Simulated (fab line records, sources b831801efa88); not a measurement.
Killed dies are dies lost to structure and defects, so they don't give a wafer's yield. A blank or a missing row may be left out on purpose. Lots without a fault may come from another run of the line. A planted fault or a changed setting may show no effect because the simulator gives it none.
Which tool did it? | flow sky130 | 6 lots, 18 wafers sampled, at 3 steps of a route of 708

WHAT THE GAUGES READ, wafer by wafer
SKY_SD_N_RS_MEAS_18: measures by four-point-probe.
lot  | measured     | on            | RES_XHIGH_RS (ohm/sq)
L684 | day 31 02:37 | film_metro-02 | 336.6 336.0 336.8
L687 | day 32 03:15 | film_metro-01 | 331.4 332.3 332.8
L691 | day 33 08:31 | film_metro-03 | 333.4 334.2 332.5
L694 | day 34 07:44 | film_metro-01 | 333.6 333.2 332.1
L697 | day 34 18:29 | film_metro-02 | 333.8 332.7 334.2
L699 | day 35 09:27 | film_metro-02 | 335.2 334.3 335.1

WHICH TOOL RAN EACH LOT (tool, then ch and the chambers of the sampled wafers, then the start)
lot  | SKY_DNWELL_STRIP_08                 | SKY_RES_XHIGH_STRIP_08
L684 | plasma_asher-03 ch 0,1, day 5 09:23 | plasma_asher-01 ch 0,1, day 29 21:07
L687 | plasma_asher-02 ch 0,1, day 6 00:24 | plasma_asher-01 ch 0,1, day 30 23:07
L691 | plasma_asher-03 ch 0,1, day 6 20:00 | plasma_asher-04 ch 0,1, day 32 04:36
L694 | plasma_asher-03 ch 0,1, day 7 13:14 | plasma_asher-04 ch 0,1, day 33 03:58
L697 | plasma_asher-04 ch 0,1, day 7 19:16 | plasma_asher-03 ch 0,1, day 33 14:28
L699 | plasma_asher-03 ch 0,1, day 8 08:10 | plasma_asher-03 ch 0,1, day 34 06:01
- SKY_DNWELL_STRIP_08: strips in O2/N2.
- SKY_RES_XHIGH_STRIP_08: strips in O2/N2.

THE ANSWER, worked out from the rows above alone
Rule: what is usual is taken from the lots themselves. Put in order of their means at a reading, lots are off if they are a third of the lots or fewer, leave a main group of 4 or more, and stand apart from it by a gap of 3 or more times the standard deviation of the main group's means; of several such gaps the widest counts. A main group whose means are all the same, to the digits that the tables above print for the reading, isn't used. A lot without any number at a reading at which 4 lots or more have one is off too. The other lots that the step has rows for count as sound.
No lot is off at any reading shown: from this, nothing can be told.

WHAT THE SIMULATOR HAD PUT IN
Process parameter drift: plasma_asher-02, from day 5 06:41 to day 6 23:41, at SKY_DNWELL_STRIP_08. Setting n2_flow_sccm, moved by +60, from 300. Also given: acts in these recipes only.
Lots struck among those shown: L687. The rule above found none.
